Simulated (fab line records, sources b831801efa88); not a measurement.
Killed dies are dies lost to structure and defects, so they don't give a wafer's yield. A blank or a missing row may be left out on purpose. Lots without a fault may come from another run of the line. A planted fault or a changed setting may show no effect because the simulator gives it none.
Which tool did it? | flow gf180mcu | 13 lots, 39 wafers sampled, at 4 steps of a route of 602

WHAT THE GAUGES READ, wafer by wafer
GF_TOP_METAL_CD_MEAS_14: target cd 440 nm. Usual: cd_nm 439.5 nm, standard deviation 2.4.
lot  | measured     | on        | cd_nm (nm)        | flag
L751 | day 28 11:00 | cd_sem-01 | 440.4 442.2 443.5 |
L753 | day 28 17:10 | cd_sem-01 | 437.7 438.9 437.1 |
L754 | day 29 07:50 | cd_sem-01 | 436.5 437.9 438.1 |
L755 | day 29 12:31 | cd_sem-02 | 438.7 439.2 438.6 |
L756 | day 30 00:20 | cd_sem-02 | 440.3 443.2 441.2 |
L758 | day 30 09:17 | cd_sem-01 | 437.9 437.9 437.5 |
L759 | day 30 16:47 | cd_sem-02 | 437.1 436.6 439.6 |
L763 | day 31 22:50 | cd_sem-01 | 441.8 441.3 440.2 |
L765 | day 32 13:52 | cd_sem-02 | 437.6 437.3 439.6 |
L770 | day 33 13:37 | cd_sem-01 | 438.5 439.1 441.5 |
L771 | day 33 19:59 | cd_sem-01 | 434.9 436.2 436.5 |
L772 | day 34 01:08 | cd_sem-01 | 440.3 438.8 440.2 |
L774 | day 34 14:11 | cd_sem-01 | 438.5 438.2 438.7 |

WHICH TOOL RAN EACH LOT (tool, then ch and the chambers of the sampled wafers, then the start)
lot  | GF_V3_STRIP_18                       | GF_V5_SPUTTER_21             | GF_V5_CMP_26
L751 | plasma_asher-01 ch 0,1, day 22 14:20 | pvd_sputter-01, day 27 11:10 | cmp-02 ch 1,3, day 27 11:36
L753 | plasma_asher-02 ch 0,1, day 23 05:15 | pvd_sputter-04, day 27 23:02 | cmp-01 ch 1,2,3, day 27 23:29
L754 | plasma_asher-01 ch 0,1, day 23 16:16 | pvd_sputter-01, day 28 12:19 | cmp-01 ch 1,2,3, day 28 12:49
L755 | plasma_asher-01 ch 1, day 24 01:11   | pvd_sputter-01, day 28 16:32 | cmp-02 ch 0,2, day 28 16:59
L756 | plasma_asher-01 ch 0,1, day 24 11:46 | pvd_sputter-01, day 29 04:47 | cmp-02 ch 0,2,3, day 29 05:10
L758 | plasma_asher-01 ch 0,1, day 25 04:19 | pvd_sputter-01, day 29 14:10 | cmp-01 ch 0,1,3, day 29 14:37
L759 | plasma_asher-02 ch 0, day 25 10:47   | pvd_sputter-01, day 29 21:05 | cmp-01 ch 2,3, day 29 21:31
L763 | plasma_asher-03 ch 0,1, day 26 21:14 | pvd_sputter-01, day 31 04:40 | cmp-01 ch 0,2,3, day 31 05:07
L765 | plasma_asher-01 ch 0,1, day 27 13:41 | pvd_sputter-04, day 31 20:16 | cmp-01 ch 0,1,3, day 31 20:46
L770 | plasma_asher-01 ch 0,1, day 28 18:08 | pvd_sputter-03, day 32 20:32 | cmp-01 ch 0,1,2, day 32 20:56
L771 | plasma_asher-01 ch 0,1, day 29 05:13 | pvd_sputter-03, day 33 04:17 | cmp-02 ch 0,1,3, day 33 04:47
L772 | plasma_asher-02 ch 0,1, day 29 09:58 | pvd_sputter-03, day 33 08:52 | cmp-02 ch 1,2,3, day 33 09:16
L774 | plasma_asher-02 ch 0, day 30 03:43   | pvd_sputter-03, day 33 22:55 | cmp-01 ch 0,1,3, day 33 23:24
- GF_V3_STRIP_18: strips in O2/N2.
- GF_V5_SPUTTER_21: material Ti, target thk 15 nm, time 80.02 s.
- GF_V5_CMP_26: polishes, stops on SiO2, t overpolish 15 s, target thk 0 nm.

WHAT THE TOOLS THEMSELVES READ (means of the sampled wafers that have a number; where no wafer has one, the mark that the record gives instead)
GF_V3_STRIP_18. Usual: drypump_motor_current_A 5.9 A, standard deviation 0.42; heater_power_w 357 W, standard deviation 33; oes_product_au 0.593 a.u., standard deviation 0.0048.
lot  | tool            | drypump_motor_current_A (A) | heater_power_w (W) | oes_product_au (a.u.) | flag
L751 | plasma_asher-01 | 6.2                         | 364                | 0.596                 |
L753 | plasma_asher-02 | 5.7                         | 335                | 0.590                 |
L754 | plasma_asher-01 | 6.4                         | 388                | 0.596                 |
L755 | plasma_asher-01 | 6.5                         | 411                | 0.592                 |
L756 | plasma_asher-01 | 6.3                         | 392                | 0.594                 |
L758 | plasma_asher-01 | 6.2                         | 358                | 0.589                 |
L759 | plasma_asher-02 | 5.7                         | 339                | 0.595                 |
L763 | plasma_asher-03 | 5.6                         | 390                | 0.593                 |
L765 | plasma_asher-01 | 6.2                         | 358                | 0.594                 |
L770 | plasma_asher-01 | 6.2                         | 362                | 0.593                 |
L771 | plasma_asher-01 | 6.2                         | 364                | 0.593                 |
L772 | plasma_asher-02 | 5.7                         | 338                | 0.592                 |
L774 | plasma_asher-02 | 5.7                         | 341                | 0.590                 |

GF_V5_SPUTTER_21. Usual: substrate_temp_c 199.97 C, standard deviation 0.15; throttle_valve_pct 29.6 %, standard deviation 0.76.
lot  | tool           | substrate_temp_c (C) | throttle_valve_pct (%) | flag
L751 | pvd_sputter-01 | 200.02               | 29.7                   |
L753 | pvd_sputter-04 | 200.01               | 29.5                   |
L754 | pvd_sputter-01 | 200.06               | 29.8                   |
L755 | pvd_sputter-01 | 199.89               | 29.7                   |
L756 | pvd_sputter-01 | 200.03               | 30.0                   |
L758 | pvd_sputter-01 | 200.15               | 29.6                   |
L759 | pvd_sputter-01 | 199.87               | 30.0                   |
L763 | pvd_sputter-01 | 199.96               | 29.0                   |
L765 | pvd_sputter-04 | 200.01               | 29.3                   |
L770 | pvd_sputter-03 | 199.89               | 29.3                   |
L771 | pvd_sputter-03 | 199.89               | 29.2                   |
L772 | pvd_sputter-03 | 199.88               | 29.9                   |
L774 | pvd_sputter-03 | 200.05               | 29.9                   |

GF_V5_CMP_26. Usual: edge_zone_pressure_frac 1.000, standard deviation 0.005; motor_current_A 11.1 A, standard deviation 1.8; overpolish_run_s 14.999 s, standard deviation 0.009; time_to_endpoint_s 85 s, standard deviation 3.8.
lot  | tool   | edge_zone_pressure_frac | motor_current_A (A) | overpolish_run_s (s) | time_to_endpoint_s (s) | flag
L751 | cmp-02 | 1.001                   | 11.8                | 15.005               | 86                     |
L753 | cmp-01 | 1.002                   | 11.6                | 15.002               | 87                     |
L754 | cmp-01 | 1.000                   | 11.7                | 14.997               | 79                     |
L755 | cmp-02 | 1.004                   | 10.2                | 14.996               | 86                     |
L756 | cmp-02 | 0.992                   | 11.1                | 15.001               | 86                     |
L758 | cmp-01 | 1.000                   | 11.8                | 14.998               | 91                     |
L759 | cmp-01 | 0.999                   | 10.9                | 15.002               | 85                     |
L763 | cmp-01 | 0.999                   | 11.5                | 14.989               | 87                     |
L765 | cmp-01 | 1.003                   | 12.0                | 14.998               | 82                     |
L770 | cmp-01 | 0.997                   | 10.3                | 15.004               | 82                     |
L771 | cmp-02 | 0.999                   | 11.0                | 15.008               | 84                     |
L772 | cmp-02 | 0.998                   | 12.0                | 15.003               | 87                     |
L774 | cmp-01 | 0.999                   | 11.8                | 15.005               | 86                     |

THE ANSWER, worked out from the rows above alone
Rule: a lot is off if the mean of its wafers that have a number lies more than 3 standard deviations from the usual mean. A lot without any number at a reading at which 4 lots or more have one is off too. The other lots that the step has rows for count as sound. The gauges are gone through in route order, then the tools' own readings, and for those a lot's mean is taken as printed above. The first step at which some lot is off is used, and at that step the reading that is off furthest; a lot without a number counts as furthest.
No lot is off at any reading shown: from this, nothing can be told.

WHAT THE SIMULATOR HAD PUT IN
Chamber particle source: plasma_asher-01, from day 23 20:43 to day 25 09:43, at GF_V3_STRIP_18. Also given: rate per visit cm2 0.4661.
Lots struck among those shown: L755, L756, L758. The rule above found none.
